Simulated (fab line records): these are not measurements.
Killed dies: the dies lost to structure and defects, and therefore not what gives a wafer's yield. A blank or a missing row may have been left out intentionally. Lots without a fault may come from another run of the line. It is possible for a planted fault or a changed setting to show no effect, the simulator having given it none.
fab line records    flow sky130
record: lots: 5  wafers: 12  last-day: 46
route steps=708 shown FIELD_ISO@2 NWELL@32 DNWELL@35 LOCAL_INTERCONNECT@398 PAD_OPEN@708
lots that met no fault: from a run of the same line without faults
start-h: hours from the record's first day to the start of the lot's first wafer shown    wait-h: how many hours have passed since the lot's step before this one    " identical to the entry in the row above    L1.1+2: several wafers, shown together as one row    - no value present, or no start provided    * or withheld: withheld    < > ~ a bound
route shown NAME@n: a module of which the file shows steps, and the number in the route of the first    usual: mean/standard deviation of fault-free wafers    same: alike in all rows    chamber/n: place in a boat    sites: each site's reading    _std_site: standard deviation across them    _edge_site: mean of outer sites minus mean of inner sites    radius-mm: for every site, how far away it sits from the centre of the wafer    mask NAME#n: copy n    behind: the tool/chamber that last shaped the wafer    hold: why the lot was held/for how many hours/how that ended    device: whichever transistor did not switch (one of n, p or np)    end of line: the same wafers' tests at the end of the route    step lacking rows: just its recipe    killed: at the first sort, the dies lost to defects and structure; wafer yield is something else    map: a wafer's dies, x killed, . not, _ none there
set.NAME: the setting that was run; set.NAME@STEP: the one run at that earlier step    model.NAME: the simulator's own value behind a step, which no gauge read
a table for each step, a row for each wafer; lots at some steps of the route
services: the hour from which a tool's chamber was out of use, counted from the record's first day as start-h (under 0 if before that day), plus the number of hours and why
== steps ==
step: SKY_FIELD_ISO_OXIDATION_01
recipe: temp-c: 900  ambient: O2  stabilise-s: 600  purge-s: 300  target-thk-a: 120  ox-time-s: 1843
step: SKY_FIELD_ISO_CVD_03
recipe: material: Si3N4  precursor: DCS/NH3  target-thk-nm: 165  temp-c: 770  time-s: 2830  pressure-mtorr: 250
step: SKY_FIELD_ISO_DEHYDRATE_05
recipe: temp-c: 200  time-s: 60
step: SKY_FIELD_ISO_HMDS_06
recipe: prime-time-s: 60  prime-temp-c: 120
step: SKY_FIELD_ISO_COAT_07
recipe: resist: BARC  temp-c: withheld  time-s: withheld  spin-rpm: 3000  resist-thk-nm: 60
step: SKY_FIELD_ISO_COAT_08
recipe: resist: KrF-thick  spin-rpm: 3000  resist-thk-nm: 450
lot.wafer  tool            chamber  start-h  wait-h  model.KrF-thick_of_FIELD_ISO_COAT_08.thk-nm
L626.3     litho-track-04  0        29       -       450.1
L626.4     "               0        30       -       450.2
L626.5     "               0        "        "       451
L627.3     litho-track-04  0        36       -       432.1
L627.4     "               0        "        "       432.3
L629.2     litho-track-03  0        47       -       450.9
L629.3     "               0        "        "       451.8
L629.5     "               0        "        "       451.7
L630.4     litho-track-04  0        52       -       432.9
L630.6     "               0        "        "       452.2
L632.3     litho-track-04  0        61       -       431.1
L632.5     "               0        "        "       448.9
step: SKY_FIELD_ISO_SOFTBAKE_09
recipe: temp-c: 100  time-s: 90  resist: KrF-thick
step: SKY_FIELD_ISO_EXPOSE_10
recipe: mask-id: FOM  na: 0.68  source-shape: annular  sigma-inner: 0.4  sigma-outer: 0.8  target-cd-nm: 150  dose-mj: 28
step: SKY_FIELD_ISO_PEB_11
recipe: peb-temp-c: withheld  peb-time-s: withheld  resist: KrF-thick
step: SKY_FIELD_ISO_DEVELOP_12
recipe: develop-time-s: 60  resist: KrF-thick  dev-temp-c: 21
step: SKY_FIELD_ISO_ETCH_14
recipe: chemistry: N2/H2  target: BARC  ion-energy-ev: 200  source-w: 500  bias-w: 100  pressure-mtorr: 30  n2-flow-sccm: 100  h2-flow-sccm: 200  stop-on: SiO2  time-s: 45.9  target-depth-a: 600
step: SKY_FIELD_ISO_ETCH_15
recipe: chemistry: CHF3/O2  target-depth-nm: 180  stop-on: Si  source-w: 600  bias-w: 200  pressure-mtorr: 40  chf3-flow-sccm: 50  O2_flow_sccm: 5  time-s: 72
usual: drypump-motor-current-A: 5.8/0.35  oes-product-au: 0.948/0.0068  throttle-valve-pct: 8.844/0.0092
lot.wafer  tool         chamber  start-h  wait-h  drypump-motor-current-A  oes-product-au  rf-hours-counter-h  throttle-valve-pct  model.KrF-thick_of_FIELD_ISO_COAT_08.thk-nm
L626.3     rie-diel-03  3        37.35    0.0     6.3                      0.953           147                 8.864               240.3
L626.4     "            1        "        "       5.3                      0.954           -                   8.837               234.2
L626.5     "            0        "        "       5.9                      0.953           -                   8.832               235.1
L627.3     rie-diel-03  1        45.21    0.0     5.3                      0.958           1                   8.854               214.5
L627.4     "            0        "        "       5.9                      0.959           5                   8.841               216.5
L629.2     rie-diel-04  0        55.71    0.0     5.8                      0.949           120                 8.847               236.3
L629.3     "            2        "        "       6.4                      0.946           41                  8.837               241.3
L629.5     "            3        "        "       5.4                      0.948           -                   8.842               235.2
L630.4     rie-diel-04  1        60.68    0.0     5.8                      0.944           39                  8.855               214.4
L630.6     "            2        "        "       6.4                      0.950           -                   8.826               241.3
L632.3     rie-diel-04  0        69.79    0.0     5.9                      0.949           120                 8.862               216.7
L632.5     "            0        "        "       5.9                      0.944           -                   8.854               233.9
step: SKY_FIELD_ISO_STRIP_16
recipe: chemistry: O2/N2  power-w: 1400  pressure-mtorr: 1500  platen-temp-c: withheld  o2-flow-sccm: 3000  n2-flow-sccm: 300  overash-fraction: 0.5
usual: drypump-motor-current-A: 5.7/0.4  oes-product-au: 0.378/0.005  strip-time-to-endpoint-s: 3.54/0.032
lot.wafer  tool             chamber  start-h  wait-h  drypump-motor-current-A  oes-product-au  rf-hours-counter-h  strip-time-to-endpoint-s
L626.3     plasma-asher-03  0        37.44    0.1     5.7                      0.379           -                   3.59
L626.4     "                1        "        "       5.7                      0.371           -                   3.54
L626.5     "                0        "        "       5.7                      0.376           -                   3.55
L627.3     plasma-asher-03  0        45.30    0.1     5.7                      0.371           -                   3.32
L627.4     "                1        "        "       5.7                      0.360           -                   3.33
L629.2     plasma-asher-03  0        55.77    0.0     5.8                      0.384           39                  3.54
L629.3     "                1        "        "       5.7                      0.382           -                   3.59
L629.5     "                0        "        "       5.8                      0.377           -                   3.52
L630.4     plasma-asher-02  0        60.77    0.1     6.1                      0.373           -                   3.30
L630.6     "                0        "        "       6.1                      0.380           -                   3.59
L632.3     plasma-asher-01  0        69.88    0.1     6.4                      0.362           -                   3.33
L632.5     "                1        "        "       5.0                      0.379           -                   3.50
step: SKY_FIELD_ISO_ETCH_17
recipe: target-depth-a: 3420  mask-material: Si3N4  chemistry: HBr/Cl2/O2  target: Si  taper-deg: 5  icp-w: 600  bias-w: 150  pressure-mtorr: 15  HBr_flow_sccm: 150  Cl2_flow_sccm: 40  O2_flow_sccm: 6  time-s: 97.7
step: SKY_FIELD_ISO_WET_ETCH_18
recipe: chemistry: H3PO4  target-depth-nm: 25  temp-c: 160  target: Si3N4  time-s: 286
step: SKY_FIELD_ISO_CLEAN_19
recipe: chemistry: SC1/SC2  mix: 1:4:20  temp-c: 70  time-s: 150
step: SKY_FIELD_ISO_CLEAN_20
recipe: chemistry: dHF  time-s: 20  dilution: 100:1
step: SKY_FIELD_ISO_WET_ETCH_21
recipe: chemistry: dHF  dilution: 100:1  target-depth-nm: 20  dry: ipa-marangoni  target: SiO2  temp-c: 25  time-s: 400
step: SKY_FIELD_ISO_OXIDATION_22
recipe: temp-c: 950  ambient: O2  stabilise-s: 600  purge-s: 300  target-thk-a: 100  ox-time-s: 623
step: SKY_FIELD_ISO_CVD_24
recipe: material: SiO2  target-thk-nm: 595  temp-c: 650  sigma-open-frac: 0.3  time-s: 99.2  sih4-flow-sccm: 60  pressure-mtorr: 6
step: SKY_FIELD_ISO_ANNEAL_26
recipe: temp-c: 1000  time-s: 1800  ambient: N2
step: SKY_FIELD_ISO_CMP_27
recipe: stop-on: Si3N4  t-overpolish-s: 16  down-force-psi: 4  platen-rpm: 60  target-thk-nm: 457.8  pad-velocity-m-s: 0.94248
step: SKY_FIELD_ISO_WET_ETCH_28
recipe: chemistry: dHF  target-depth-nm: 23.7  target: SiO2  dilution: 10:1  temp-c: 25  time-s: 47
step: SKY_FIELD_ISO_WET_ETCH_29
recipe: chemistry: H3PO4  target-depth-nm: 160  target: Si3N4  temp-c: 160  time-s: 1825
step: SKY_FIELD_ISO_WET_ETCH_30
recipe: chemistry: dHF  target-depth-nm: 25  target: SiO2  dilution: 10:1  temp-c: 25  time-s: 50
step: SKY_NWELL_CLEAN_00
recipe: chemistry: SC1/SC2  mix: 1:4:20  temp-c: 70  time-s: 150  dry: n2-spin
step: SKY_NWELL_OXIDATION_01
recipe: temp-c: 900  ambient: O2  stabilise-s: 600  purge-s: 300  target-thk-a: 100  ox-time-s: 1418
step: SKY_DNWELL_DEHYDRATE_00
recipe: temp-c: 200  time-s: 60
step: SKY_DNWELL_HMDS_01
recipe: prime-time-s: 60  prime-temp-c: 120
step: SKY_DNWELL_COAT_02
recipe: spin-rpm: 2000  resist-thk-nm: 3000
step: SKY_DNWELL_SOFTBAKE_03
recipe: temp-c: 110  time-s: withheld
step: SKY_LOCAL_INTERCONNECT_CD_MEAS_11
recipe: target-cd-nm: 170
usual: cd-nm: 169.9/1.8
lot.wafer  tool       chamber  start-h  wait-h  hold                      cd-nm
L626.3     cd-sem-02  -        702.84   -       -                         168.0
L626.4     "          -        "        "       -                         169.0
L626.5     "          -        "        "       -                         167.6
L627.3     cd-sem-01  -        718.39   -       await-dispo/0.2h/release  169.0
L627.4     "          -        "        "       await-dispo/0.2h/release  168.8
L627.3     cd-sem-01  -        718.67   0.3     -                         169.4
L627.4     "          -        "        "       -                         168.7
L629.2     cd-sem-01  -        734.70   -       -                         172.8
L629.3     "          -        "        "       -                         172.6
L629.5     "          -        "        "       -                         171.7
L630.4     cd-sem-02  -        738.86   -       await-dispo/0.2h/release  171.0
L630.6     "          -        "        "       await-dispo/0.2h/release  170.2
L630.4     cd-sem-02  -        739.14   0.3     -                         171.2
L630.6     "          -        "        "       -                         170.2
L632.3     cd-sem-01  -        752.74   -       -                         169.7
L632.5     "          -        "        "       -                         170.1
step: SKY_LOCAL_INTERCONNECT_OVL_MEAS_12
usual: LOCAL_INTERCONNECT_OVL: -5/4.8
lot.wafer  tool        chamber  start-h  wait-h  hold                      LOCAL_INTERCONNECT_OVL[nm]
L626.3     overlay-02  -        702.93   0.1     -                         -15
L626.4     "           -        "        "       -                         -17
L626.5     "           -        "        "       -                         -20
L627.3     overlay-01  -        723.30   4.6     await-dispo/4.5h/release  -5
L627.4     "           -        "        "       await-dispo/4.5h/release  -5
L629.2     overlay-01  -        734.81   0.1     -                         -2
L629.3     "           -        "        "       -                         -3
L629.5     "           -        "        "       -                         3
L630.4     overlay-01  -        740.89   1.7     await-dispo/1.7h/release  2
L630.6     "           -        "        "       await-dispo/1.7h/release  3
L632.3     overlay-02  -        752.83   0.1     -                         -5
L632.5     "           -        "        "       -                         -7
step: SKY_PAD_OPEN_PROBE_99
usual: killed_at_M0_to_M3: 42/7.4  killed_at_M4_up: 3.4/1.8  killed-at-contacts: 25/5.4  killed-at-front-end: 15/4.4  killed-at-other: 0.2/0.52  killed-dies: 86/9.3  killed-open: 47/7.6  killed-short: 39/6.5
same: gross-dies: 492  killed-at-back-side: 0
lot.wafer  tool       chamber  start-h  wait-h  hold                      killed_at_M0_to_M3  killed_at_M4_up  killed-at-contacts  killed-at-front-end  killed-at-other  killed-dies  killed-open  killed-short
L626.3     prober-02  -        1076.26  0.2     -                         42                  3                31                  14                   0                90           44           46
L626.4     prober-02  -        1076.31  0.2     -                         36                  3                27                  8                    1                75           39           36
L626.5     prober-02  -        1076.36  0.2     -                         39                  1                25                  16                   1                82           44           38
L627.3     prober-01  -        1088.09  0.2     await-dispo/1.7h/release  38                  3                24                  16                   0                81           48           33
L627.4     prober-01  -        1088.14  0.2     await-dispo/1.7h/release  41                  5                18                  18                   2                84           43           41
L629.2     prober-01  -        1100.01  0.1     -                         48                  5                22                  16                   0                91           55           36
L629.3     prober-01  -        1100.06  0.2     -                         53                  9                37                  7                    0                106          63           43
L629.5     prober-01  -        1100.16  0.2     -                         30                  6                37                  20                   1                94           59           35
L630.4     prober-02  -        1101.95  0.2     await-dispo/3.6h/release  54                  5                25                  14                   0                98           51           47
L630.6     prober-02  -        1102.05  0.2     await-dispo/3.6h/release  56                  4                19                  13                   0                92           47           45
L632.3     prober-02  -        1113.72  0.2     -                         43                  2                15                  20                   0                80           46           34
L632.5     prober-02  -        1113.82  0.2     -                         39                  3                30                  16                   0                88           49           39
killed by level:class
L626.3 CONTACT:geometric-particle:open=12 METAL1:geometric-particle:short=9 LI_CONTACT:geometric-particle:open=9 FIELD_ISO:geometric-particle:short=7 VIA1:geometric-particle:short=6 VIA1:geometric-particle:open=6 VIA2:geometric-particle:open=6 METAL2:geometric-particle:short=5
L626.4 VIA1:geometric-particle:open=12 CONTACT:geometric-particle:open=10 CONTACT:geometric-particle:short=10 METAL2:geometric-particle:short=4 VIA2:geometric-particle:open=4 VIA3:geometric-particle:open=4 POLY_GATE:geometric-particle:short=3 LI_CONTACT:geometric-particle:open=3
L626.5 CONTACT:geometric-particle:open=12 VIA1:geometric-particle:open=8 VIA3:geometric-particle:open=6 VIA2:geometric-particle:open=5 FIELD_ISO:geometric-particle:open=4 CONTACT:geometric-particle:short=4 LOCAL_INTERCONNECT:geometric-particle:short=4 POLY_GATE:geometric-particle:short=4
L627.3 VIA1:geometric-particle:open=14 CONTACT:geometric-particle:open=11 VIA1:geometric-particle:short=7 POLY_GATE:geometric-particle:open=6 LI_CONTACT:geometric-particle:open=6 FIELD_ISO:geometric-particle:short=4 POLY_GATE:geometric-particle:short=4 METAL1:geometric-particle:short=4
L627.4 VIA2:geometric-particle:open=10 METAL1:geometric-particle:short=7 VIA1:geometric-particle:open=7 CONTACT:geometric-particle:open=6 POLY_GATE:geometric-particle:short=5 LI_CONTACT:geometric-particle:open=5 METAL2:geometric-particle:short=5 FIELD_ISO:geometric-particle:open=4
L629.2 VIA1:geometric-particle:open=12 CONTACT:geometric-particle:open=11 VIA3:geometric-particle:open=10 FIELD_ISO:geometric-particle:open=5 METAL1:geometric-particle:short=5 VIA1:geometric-particle:short=5 CONTACT:geometric-particle:short=4 METAL3:geometric-particle:short=4
L629.3 CONTACT:geometric-particle:open=15 VIA1:geometric-particle:open=12 VIA3:geometric-particle:open=12 LI_CONTACT:geometric-particle:open=9 METAL1:geometric-particle:short=9 CONTACT:geometric-particle:short=7 METAL4:geometric-particle:short=5 LOCAL_INTERCONNECT:geometric-particle:short=4
L629.5 LI_CONTACT:geometric-particle:open=16 CONTACT:geometric-particle:open=10 FIELD_ISO:geometric-particle:open=9 VIA1:geometric-particle:open=9 VIA3:geometric-particle:open=6 METAL4:geometric-particle:short=5 FIELD_ISO:geometric-particle:short=4 POLY_GATE:geometric-particle:short=4
L630.4 LI_CONTACT:geometric-particle:open=11 VIA1:geometric-particle:short=9 VIA1:geometric-particle:open=9 VIA3:geometric-particle:open=7 METAL1:geometric-particle:short=7 CONTACT:geometric-particle:open=6 VIA2:geometric-particle:open=6 FIELD_ISO:geometric-particle:short=5
L630.6 METAL1:geometric-particle:short=14 VIA2:geometric-particle:open=7 METAL2:geometric-particle:short=7 VIA3:geometric-particle:open=7 LI_CONTACT:geometric-particle:open=6 VIA1:geometric-particle:open=6 FIELD_ISO:geometric-particle:open=5 CONTACT:geometric-particle:open=5
L632.3 VIA1:geometric-particle:open=11 VIA2:geometric-particle:open=9 FIELD_ISO:geometric-particle:short=8 FIELD_ISO:geometric-particle:open=6 CONTACT:geometric-particle:open=6 LI_CONTACT:geometric-particle:open=5 VIA1:geometric-particle:short=5 VIA3:geometric-particle:open=5
L632.5 LI_CONTACT:geometric-particle:open=10 VIA2:geometric-particle:open=9 VIA1:geometric-particle:short=8 VIA3:geometric-particle:open=6 CONTACT:geometric-particle:open=6 LOCAL_INTERCONNECT:geometric-particle:short=5 VIA1:geometric-particle:open=5 POLY_GATE:geometric-particle:open=4
map L627.4 (x killed, . not)
__________..xxx..x.._________
________....x...x....._______
______...x..........x.x._____
_____.....x.x........xx..____
____x...x.x....xx.........___
___x...................x...__
__..x.xx..x..x.......x.x.x.._
_....x......x.............x..
_...x........x...............
_...x.x....x........x..x....x
_.........xx.x.............x.
_.........x............x.....
_.xx...x.....x....x.x......x.
_........x..............x....
_x.x..x............x..x..xx..
__..x......x............x.x._
___...x.......x..x...x...x.__
____x...............x.x...___
_____...x....x........x..____
______..x...........x.xx_____
________.....x....x..._______
__________...x..x..._________
map L630.4 (x killed, . not)
__________x.......x._________
________....x........._______
______...x.....xx......._____
_____......xx....x..x....____
____....x.......x.x..x....___
___....x.....xxx.x..x......__
__..............x...x......._
_x...x..xx.x...xx.x..xx......
_.x..x.xx...x.........x....xx
_........x......x..x.........
_......x.......x.......x...x.
_....xx....x.......x.........
_......x....x..x...xxx.......
_...............x.xx.xx.x....
_x...xx.....................x
__...x......x...x.x.x.x....._
___..x.........xx.x.x...x..__
____.......x.x.x.xx.......___
_____x.....x............x____
______x..x......xxx....._____
________.x..x..x...x.._______
__________.x.x......_________
== services ==
tool             chamber  start-h  hours  kind
plasma-asher-02  -        6.01     1.0    repair
plasma-asher-01  -        12.44    10.3   pm
rie-diel-03      2        33.46    4.9    repair
plasma-asher-02  -        48.79    2.7    repair
rie-diel-04      1        53.32    6.8    repair
rie-diel-03      2        60.42    4.9    repair
rie-diel-04      -        60.75    1.6    repair
== key ==
first-sign: step: SKY_FIELD_ISO_STRIP_16  reading: strip-time-to-endpoint-s  direction: down  sigmas: 7  usual: *  struck: *
effect: step: SKY_PAD_OPEN_PROBE_99  reading: hold  direction: added
model-effect: step: SKY_FIELD_ISO_COAT_08  value: KrF-thick_of_FIELD_ISO_COAT_08.thk-nm  without: 450.6  struck: 432.1
model-effect: step: SKY_FIELD_ISO_ETCH_15  value: KrF-thick_of_FIELD_ISO_COAT_08.thk-nm  without: 234  struck: 215.5
met-at SKY_FIELD_ISO_COAT_08
struck-wafers L627.3,L627.4,L630.4,L632.3
tester-left-out L627,L630,L632
onset-between 29 36
fault: kind: process-parameter-drift  tool: litho-track-04  chamber: -  onset-h: 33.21  steps: SKY_FIELD_ISO_COAT_08  channel: resist-thk-nm  offset: -18.448  shape: step  end-h: 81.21  scope: struck-wafers-only  acts-in: these-recipes-only  stated: 450
tester-left-out: of these lots the tester's yield and bins aren't shown, on N5 and GAA mostly nor the transistor test; their killed dies are dies lost to structure and defects alone, not to doping, threshold or leakage, so they don't give the yield
